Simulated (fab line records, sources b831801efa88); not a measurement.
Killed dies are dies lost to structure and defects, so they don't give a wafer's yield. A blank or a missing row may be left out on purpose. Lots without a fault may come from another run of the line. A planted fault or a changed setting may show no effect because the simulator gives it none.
Which tool did it? | flow sky130 | 13 lots, 39 wafers sampled, at 5 steps of a route of 708

WHAT THE GAUGES READ, wafer by wafer
SKY_FIELD_ISO_THK_MEAS_02.
lot  | measured    | on            | FIELD_ISO_OXIDATION_00_THK (nm)
L825 | day 1 12:43 | film_metro-04 | 11.47 11.36 11.43
L826 | day 1 18:01 | film_metro-03 | 11.78 11.92 11.85
L827 | day 1 21:40 | film_metro-03 | 12.10 11.92 11.91
L828 | day 2 02:49 | film_metro-04 | 11.37 11.09 11.42
L830 | day 2 14:00 | film_metro-04 | 11.71 11.52 11.79
L831 | day 2 17:38 | film_metro-01 | 12.26 12.30 12.13
L832 | day 2 22:38 | film_metro-01 | 12.12 12.13 12.28
L835 | day 3 13:38 | film_metro-01 | 11.77 11.71 12.04
L837 | day 3 23:38 | film_metro-01 | 12.15 12.35 12.32
L838 | day 4 04:39 | film_metro-01 | 12.05 12.14 11.92
L840 | day 4 14:40 | film_metro-04 | 11.85 12.10 11.92
L844 | day 5 10:38 | film_metro-03 | 11.79 11.59 11.68
L847 | day 6 01:38 | film_metro-01 | 12.04 12.04 12.13

SKY_FIELD_ISO_THK_MEAS_04.
lot  | measured    | on            | FIELD_ISO_CVD_03_THK (nm)
L825 | day 1 14:34 | film_metro-03 | 167.0 166.5 166.1
L826 | day 1 19:58 | film_metro-04 | 166.1 166.5 165.4
L827 | day 1 23:31 | film_metro-03 | 165.9 165.9 164.7
L828 | day 2 04:40 | film_metro-04 | 166.8 167.8 168.7
L830 | day 2 15:51 | film_metro-04 | 166.2 165.2 166.9
L831 | day 2 19:29 | film_metro-01 | 168.5 168.3 168.1
L832 | day 3 01:16 | film_metro-01 | 166.1 165.0 165.2
L835 | day 3 20:47 | film_metro-04 | 163.6 163.4 162.6
L837 | day 4 04:34 | film_metro-04 | 166.5 167.4 167.4
L838 | day 4 07:25 | film_metro-01 | 167.7 166.9 167.7
L840 | day 4 16:50 | film_metro-01 | 164.3 162.0 164.2
L844 | day 5 15:38 | film_metro-01 | 164.5 164.9 166.1
L847 | day 6 03:29 | film_metro-01 | 166.6 165.9 164.7

SKY_NWELL_TW_MEAS_15.
lot  | measured    | on            | NWELL_TW
L825 | day 4 13:45 | film_metro-01 | 1790 1801 1797
L826 | day 4 16:41 | film_metro-02 | 1808 1803 1814
L827 | day 4 21:19 | film_metro-01 | 1797 1793 1799
L828 | day 5 04:23 | film_metro-02 | 1815 1826 1824
L830 | day 5 14:55 | film_metro-01 | 1789 1782 1794
L831 | day 5 21:24 | film_metro-02 | 1819 1823 1834
L832 | day 6 05:50 | film_metro-01 | 1811 1800 1803
L835 | day 7 03:49 | film_metro-02 | 1817 1806 1811
L837 | day 7 13:12 | film_metro-01 | 1810 1803 1803
L838 | day 7 16:07 | film_metro-04 | 1794 1799 1792
L840 | day 8 03:37 | film_metro-04 | 1792 1796 1798
L844 | day 9 06:56 | film_metro-01 | 1811 1807 1800
L847 | day 9 20:30 | film_metro-04 | 1802 1806 1810

SKY_VT_ADJUST_LVTN_TW_MEAS_21.
lot  | measured     | on            | VT_ADJUST_LVTN_2_TW
L825 | day 7 16:25  | film_metro-03 | 191.2 190.0 190.9
L826 | day 7 18:39  | film_metro-04 | 185.2 185.8 185.2
L827 | day 8 02:37  | film_metro-04 | 185.6 186.3 187.1
L828 | day 8 09:15  | film_metro-04 | 185.4 185.7 186.6
L830 | day 8 21:54  | film_metro-02 | 189.7 189.1 188.2
L831 | day 9 06:12  | film_metro-03 | 190.8 190.5 191.0
L832 | day 9 14:21  | film_metro-03 | 190.2 190.3 190.5
L835 | day 10 17:07 | film_metro-03 | 190.9 190.8 192.1
L837 | day 11 04:52 | film_metro-02 | 187.9 189.1 189.8
L838 | day 11 08:31 | film_metro-04 | 186.5 185.9 185.7
L840 | day 11 20:47 | film_metro-02 | 205.1 204.8 204.6
L844 | day 13 05:54 | film_metro-04 | 202.3 202.1 202.6
L847 | day 13 22:36 | film_metro-02 | 188.6 188.4 188.6

WHICH TOOL RAN EACH LOT (tool, then ch and the chambers of the sampled wafers, then the start)
lot  | SKY_VT_ADJUST_LVTN_IMPLANT_19
L825 | implanter-01 ch 0, day 7 16:10
L826 | implanter-04 ch 0, day 7 18:24
L827 | implanter-04 ch 0, day 8 02:24
L828 | implanter-04 ch 0, day 8 09:00
L830 | implanter-02 ch 0, day 8 21:39
L831 | implanter-02 ch 0, day 9 05:57
L832 | implanter-04 ch 0, day 9 14:06
L835 | implanter-02 ch 0, day 10 16:52
L837 | implanter-02 ch 0, day 11 04:37
L838 | implanter-01 ch 0, day 11 08:18
L840 | implanter-02 ch 0, day 11 20:34
L844 | implanter-02 ch 0, day 13 05:39
L847 | implanter-04 ch 0, day 13 22:21
- SKY_VT_ADJUST_LVTN_IMPLANT_19

WHAT THE TOOLS THEMSELVES READ (means of the sampled wafers that have a number; where no wafer has one, the mark that the record gives instead)
SKY_VT_ADJUST_LVTN_IMPLANT_19.
lot  | tool         | beam_on_s (s) | end_station_pressure_torr (Torr) | faraday_current_uA
L825 | implanter-01 | 10.07         | 4.89e-06                         | 3.64
L826 | implanter-04 | 10.01         | 4.95e-06                         | 3.66
L827 | implanter-04 | 10.00         | 5.13e-06                         | 3.67
L828 | implanter-04 | 9.97          | 5.13e-06                         | 3.67
L830 | implanter-02 | 9.95          | 5.02e-06                         | 3.69
L831 | implanter-02 | 9.91          | 5.04e-06                         | 3.70
L832 | implanter-04 | 9.94          | 5.01e-06                         | 3.68
L835 | implanter-02 | 9.98          | 5.08e-06                         | 3.68
L837 | implanter-02 | 10.25         | 5.20e-06                         | 3.58
L838 | implanter-01 | 9.94          | 5.00e-06                         | 3.69
L840 | implanter-02 | 13.38         | 4.87e-06                         | 2.73
L844 | implanter-02 | 13.05         | 4.78e-06                         | 2.80
L847 | implanter-04 | 10.05         | 5.21e-06                         | 3.65

THE ANSWER, worked out from the rows above alone
Rule: what is usual is taken from the lots themselves. Put in order of their means at a reading, lots are off if they are a third of the lots or fewer, leave a main group of 4 or more, and stand apart from it by a gap of 3 or more times the standard deviation of the main group's means; of several such gaps the widest counts. A main group whose means are all the same, to the digits that the tables above print for the reading, isn't used. A lot without any number at a reading at which 4 lots or more have one is off too. The other lots that the step has rows for count as sound. The gauges are gone through in route order, then the tools' own readings, and for those a lot's mean is taken as printed above. The first step at which some lot is off is used, and at that step the reading that is off furthest; a lot without a number counts as furthest.
Off: L840, L844, at SKY_VT_ADJUST_LVTN_TW_MEAS_21 (VT_ADJUST_LVTN_2_TW). The main group: mean 188.5, standard deviation 2.1.
A tool fits if, at a process step before that reading, it ran every lot that is off, and no sound lot after the first of them. The gauges at SKY_VT_ADJUST_LVTN_TW_MEAS_21 aren't tried: what is off there is off at SKY_VT_ADJUST_LVTN_IMPLANT_19 too, on other tools, and a gauge's error can't cause that. One fits: implanter-02 at SKY_VT_ADJUST_LVTN_IMPLANT_19. Its last sound lot is L837 (day 11 04:37), its first lot that is off L840 (day 11 20:34): a fault that began between those two fits.
The tool's own readings at SKY_VT_ADJUST_LVTN_IMPLANT_19 bear it out: on the lots that are off they differ by more than 5 times the standard deviation of the sound lots' means. beam_on_s reads 13.21 s there against 10.01 s on the sound lots; faraday_current_uA reads 2.76 there against 3.66 on the sound lots.

WHAT THE SIMULATOR HAD PUT IN
Process parameter drift: implanter-02, from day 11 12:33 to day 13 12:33, at SKY_VT_ADJUST_LVTN_IMPLANT_19. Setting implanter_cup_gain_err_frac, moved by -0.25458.
Lots struck among those shown: L840, L844. The rule above found the same.
